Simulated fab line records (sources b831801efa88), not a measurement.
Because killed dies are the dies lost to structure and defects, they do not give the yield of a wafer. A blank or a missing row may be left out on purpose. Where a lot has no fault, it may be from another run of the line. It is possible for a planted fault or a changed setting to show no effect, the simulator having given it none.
Which tool did it? + flow gf180mcu + 24 lots, 72 wafers sampled, at 2 steps of a route of 602

## WHAT THE GAUGES READ, wafer by wafer
GF_PSD_RS_MEAS_15: uses a four-point probe to measure. Usual: PSD_RS gives 108.6 ohm/sq (standard deviation 0.3).
| lot  | measured     | on            | PSD_RS (ohm/sq)   | flag |
|------|--------------|---------------|-------------------|------|
| L074 | day 15 20:53 | film-metro-02 | 108.2 108.0 108.0 |      |
| L075 | day 16 08:58 | film-metro-01 | 108.5 108.5 108.6 |      |
| L076 | day 16 12:14 | film-metro-02 | 108.6 108.9 108.8 |      |
| L077 | day 17 02:08 | film-metro-04 | 108.8 109.2 109.0 |      |
| L078 | day 17 12:29 | film-metro-01 | 109.1 108.8 109.1 |      |
| L079 | day 17 21:02 | film-metro-04 | 108.4 108.4 108.1 |      |
| L080 | day 18 01:43 | film-metro-02 | 108.2 108.3 108.0 |      |
| L081 | day 18 08:25 | film-metro-04 | 108.8 108.6 108.4 |      |
| L082 | day 18 18:13 | film-metro-01 | 108.7 108.6 108.6 |      |
| L083 | day 19 00:05 | film-metro-01 | 108.7 108.7 108.8 |      |
| L084 | day 19 06:59 | film-metro-01 | 108.6 108.8 108.9 |      |
| L085 | day 19 14:47 | film-metro-02 | 108.1 108.3 108.5 |      |
| L086 | day 20 05:53 | film-metro-04 | 108.5 108.3 108.5 |      |
| L087 | day 20 11:18 | film-metro-04 | 108.8 108.6 108.8 |      |
| L088 | day 20 15:41 | film-metro-01 | 109.3 109.0 109.1 |      |
| L089 | day 20 23:07 | film-metro-04 | 108.6 108.6 109.1 |      |
| L090 | day 21 10:06 | film-metro-04 | 108.2 108.5 108.2 |      |
| L091 | day 21 20:40 | film-metro-02 | 108.3 108.7 108.4 |      |
| L092 | day 22 04:56 | film-metro-04 | 108.2 108.6 108.4 |      |
| L093 | day 22 07:00 | film-metro-04 | 108.2 108.2 108.3 |      |
| L094 | day 22 12:56 | film-metro-02 | 108.8 108.5 108.5 |      |
| L095 | day 22 21:09 | film-metro-01 | 109.0 108.8 109.1 |      |
| L096 | day 23 06:56 | film-metro-04 | 108.7 108.7 108.7 |      |
| L097 | day 23 07:13 | film-metro-04 | 108.7 108.8 108.5 |      |

GF_CONTACT_OVL_MEAS_15. Usual: CONTACT_OVL gives -1 nm (standard deviation 5.6).
| lot  | measured     | on         | CONTACT_OVL (nm) | flag |
|------|--------------|------------|------------------|------|
| L074 | day 17 23:07 | overlay-02 | 1 0 -1           |      |
| L075 | day 18 11:19 | overlay-01 | -1 -5 -8         |      |
| L076 | day 18 15:37 | overlay-02 | 1 -4 -5          |      |
| L077 | day 19 05:17 | overlay-02 | -7 -5 2          |      |
| L078 | day 19 17:08 | overlay-01 | 1 3 7            |      |
| L079 | day 20 05:47 | overlay-01 | -3 -11 -3        |      |
| L080 | day 20 07:13 | overlay-01 | -1 1 2           |      |
| L081 | day 20 14:32 | overlay-02 | -12 -9 -8        |      |
| L082 | day 20 23:07 | overlay-02 | -7 -3 -2         |      |
| L083 | day 21 05:29 | overlay-01 | 2 -3 -1          |      |
| L084 | day 21 12:01 | overlay-02 | -14 -5 -14       |      |
| L085 | day 21 18:08 | overlay-02 | -6 -2 -4         |      |
| L086 | day 22 10:08 | overlay-01 | 0 9 0            |      |
| L087 | day 22 14:53 | overlay-01 | 12 12 6          |      |
| L088 | day 22 22:37 | overlay-01 | 6 15 11          |      |
| L089 | day 23 02:26 | overlay-01 | 6 10 1           |      |
| L090 | day 23 13:32 | overlay-02 | -1 -1 -5         |      |
| L091 | day 23 23:26 | overlay-02 | -13 -1 -1        |      |
| L092 | day 24 07:29 | overlay-02 | -4 -7 0          |      |
| L093 | day 24 08:47 | overlay-01 | -1 1 -4          |      |
| L094 | day 24 15:58 | overlay-01 | -13 -9 -1        |      |
| L095 | day 24 23:17 | overlay-02 | 3 -9 0           |      |
| L096 | day 25 07:56 | overlay-02 | -1 -2 1          |      |
| L097 | day 25 07:57 | overlay-01 | -4 -3 -6         |      |

## WHICH TOOL RAN EACH LOT (tool, then ch and the chambers of the sampled wafers, then the start)
Before these readings, the record contains no process step.

## AS READ BY THE TOOLS THEMSELVES (means over the sampled wafers that have a number; for cases with no such wafer, the mark the record gives instead)
The record holds no such reading with a usual standard deviation.

## THE ANSWER, worked out from the rows above alone
Rule: a lot is off if the mean of its wafers that have a number lies more than 3 standard deviations from the usual mean. A lot without any number at a reading at which 4 lots or more have one is off too. Where the step has rows for the other lots, those lots are counted as sound. The gauges are gone through in route order, then the tools' own readings, and for those a lot's mean is taken as printed above. The first step at which some lot is off is used, and at that step the reading that is off furthest; a lot without a number counts as furthest.
Nothing can be told from this: no lot is off at any reading shown.

## WHAT HAD BEEN PUT IN BY THE SIMULATOR
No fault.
